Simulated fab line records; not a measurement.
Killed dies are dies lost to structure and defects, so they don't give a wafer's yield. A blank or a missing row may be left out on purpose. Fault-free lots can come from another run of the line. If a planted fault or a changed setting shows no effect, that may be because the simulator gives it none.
Which tool was responsible? | flow gf180mcu | 7 lots, 21 wafers sampled, at 2 steps of a route of 602

== WHAT THE GAUGES READ, wafer by wafer ==
GF_V2_THK_MEAS_03.
lot  | measured     | on           | V2_CVD_02_THK (nm)
L743 | day 19 16:10 | filmMetro-04 | 839 859 854
L746 | day 21 00:46 | filmMetro-04 | 855 872 849
L748 | day 21 15:23 | filmMetro-02 | 837 856 861
L751 | day 22 14:28 | filmMetro-04 | 871 846 857
L754 | day 23 14:38 | filmMetro-04 | 867 852 869
L759 | day 25 08:26 | filmMetro-04 | 857 874 851
L764 | day 26 17:56 | filmMetro-03 | 820 861 843

== TOOL THAT RAN EACH LOT (tool first, then ch and the chambers of the sampled wafers, then the start) ==
lot  | GF_V2_CVD_02
L743 | pecvd-04 ch 0,1,2, day 19 16:05
L746 | pecvd-04 ch 0,2, day 21 00:41
L748 | pecvd-03 ch 0,1,2, day 21 15:19
L751 | pecvd-04 ch 0,2, day 22 14:23
L754 | pecvd-04 ch 0,1,2, day 23 14:34
L759 | pecvd-01 ch 0,1,2, day 25 08:22
L764 | pecvd-04 ch 0,1,2, day 26 17:52
- GF_V2_CVD_02: deposits SiO2 from TEOS, target thk 850 nm, time 94.851 s.

== THE ANSWER, worked out from the rows above alone ==
Rule: the usual values come from the lots themselves. The widest of any qualifying gaps counts: lots, ordered by their means at a reading, are off when they make up no more than a third of the lots, leave a main group of 4 or more, and stand apart from it by 3 or more times the standard deviation of that group's means. If all means in a main group match to the digits the tables above print for the reading, that group is not used. Also off: a lot with no number at a reading for which 4 or more lots have one. Where the step has rows for the other lots, those lots are counted as sound.
Across all readings shown, no lot is off: no conclusion can be drawn from this.

== WHAT THE SIMULATOR HAD PUT IN ==
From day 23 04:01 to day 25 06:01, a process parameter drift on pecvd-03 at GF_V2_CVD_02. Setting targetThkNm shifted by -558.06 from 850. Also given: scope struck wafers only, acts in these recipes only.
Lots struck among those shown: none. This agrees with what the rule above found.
